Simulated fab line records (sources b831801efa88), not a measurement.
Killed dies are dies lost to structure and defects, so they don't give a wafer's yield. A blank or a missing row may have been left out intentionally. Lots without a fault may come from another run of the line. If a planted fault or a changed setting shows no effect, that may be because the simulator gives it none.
2 desks, one fault | flow sky130 | every desk sees just its own numbers, and what lay behind them comes last

== AT THE METROLOGY DESK ==
What the gauges read for every lot (on any tool): the sampled wafers with a number, averaged. If a lot's mean is further than 4 standard deviations from the usual mean, the lot is out of limits and carries the mark OUT (the distance appears in the brackets).
Columns: A = SONOS_ONO_CVD_04_THK at SKY_SONOS_ONO_THK_MEAS_05, usual 5.69 nm; B = LDD_HVN_OVL at SKY_LDD_HVN_OVL_MEAS_07, usual 0.3 nm; C = LDD_HVN_TW at SKY_LDD_HVN_TW_MEAS_10, usual 1452
lot  | first seen here | A    | B    | C
L335 | day 11 15:20    | 5.90 | 0.3  | 1430
L337 | day 12 04:16    | 5.67 | -0.5 | 1445
L338 | day 12 13:18    | 5.77 | 0.6  | 1452
L339 | day 13 01:37    | 5.63 | -0.8 | 1439
L341 | day 14 04:28    | 5.58 | -0.5 | 1439
L343 | day 14 10:44    | 5.55 | 0.1  | 1451
L344 | day 14 17:40    | 5.68 | -0.8 | 1476
L346 | day 15 19:30    | 5.56 | 1.3  | 1474
L347 | day 16 10:33    | 5.59 | 0.8  | 1450
L350 | day 17 03:23    | 5.70 | -1.0 | 3140 (+99 or more) OUT
L351 | day 17 07:38    | 5.79 | -0.4 | 3166 (+99 or more) OUT
L357 | day 18 20:10    | 5.58 | -0.2 | 1437
This desk's finding: out of limits on L350, L351; first on L351, day 26 13:09 (LDD_HVN_TW at SKY_LDD_HVN_TW_MEAS_10). L335, L337, L338, L339, L341, L343, L344, L346, L347, L357: within limits.

== THE TOOL OWNER'S DESK: implanter-04 ==
For each lot that ran on this tool, the mean over its sampled wafers that have a number, from the tool's own readings at SKY_LDD_HVN_IMPLANT_08. If a lot's mean is further than 4 standard deviations from the usual mean, the lot is out of limits and carries the mark OUT (the distance appears in the brackets).
Columns: A = beam_energy_keV at SKY_LDD_HVN_IMPLANT_08, usual 59.999; B = beam_on_s at SKY_LDD_HVN_IMPLANT_08, usual 10.01 s; C = dose_ions_cm2 at SKY_LDD_HVN_IMPLANT_08, usual 3.001e+13; D = end_station_pressure_torr at SKY_LDD_HVN_IMPLANT_08, usual 5.15e-06 Torr; E = faraday_current_uA at SKY_LDD_HVN_IMPLANT_08, usual 169
lot  | first seen here | A      | B               | C                           | D                   | E
L335 | day 20 10:59    | 60.002 | 9.99            | 3.001e+13                   | 5.13e-06            | 169
L339 | day 22 04:58    | 60.006 | 9.99            | 3.002e+13                   | 5.09e-06            | 170
L343 | day 23 17:04    | 59.988 | 10.08           | 2.999e+13                   | 5.16e-06            | 168
L346 | day 24 22:43    | 59.981 | 9.96            | 2.999e+13                   | 5.01e-06            | 169
L351 | day 26 12:55    | 60.000 | 13.57 (+19) OUT | 3.744e+14 (+99 or more) OUT | 6.37e-06 (+4.5) OUT | 1554 (+99 or more) OUT
L350 | day 26 13:35    | 59.988 | 13.53 (+19) OUT | 3.743e+14 (+99 or more) OUT | 5.90e-06            | 1557 (+99 or more) OUT
This desk's verdict: out of limits on L350, L351, starting with L351 at day 26 12:55 (beam_on_s at SKY_LDD_HVN_IMPLANT_08). L335, L339, L343, L346: within limits.

== ALL TOGETHER ==
On L350, L351, at day 26 12:55, an alarm was possible from the tool owner's desk.
The metrology desk could have raised an alarm at day 26 13:09, on L350, L351.
On implanter-04, each named lot ran SKY_LDD_HVN_IMPLANT_08.

== WHAT THE SIMULATOR HAD PUT IN ==
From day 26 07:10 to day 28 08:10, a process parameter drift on implanter-04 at SKY_LDD_HVN_IMPLANT_08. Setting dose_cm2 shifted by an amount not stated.
Struck lots among those shown: L350, L351.
Fault start to first reading out of limits, in hours, per desk: tool owner, 6; metrology, 6.
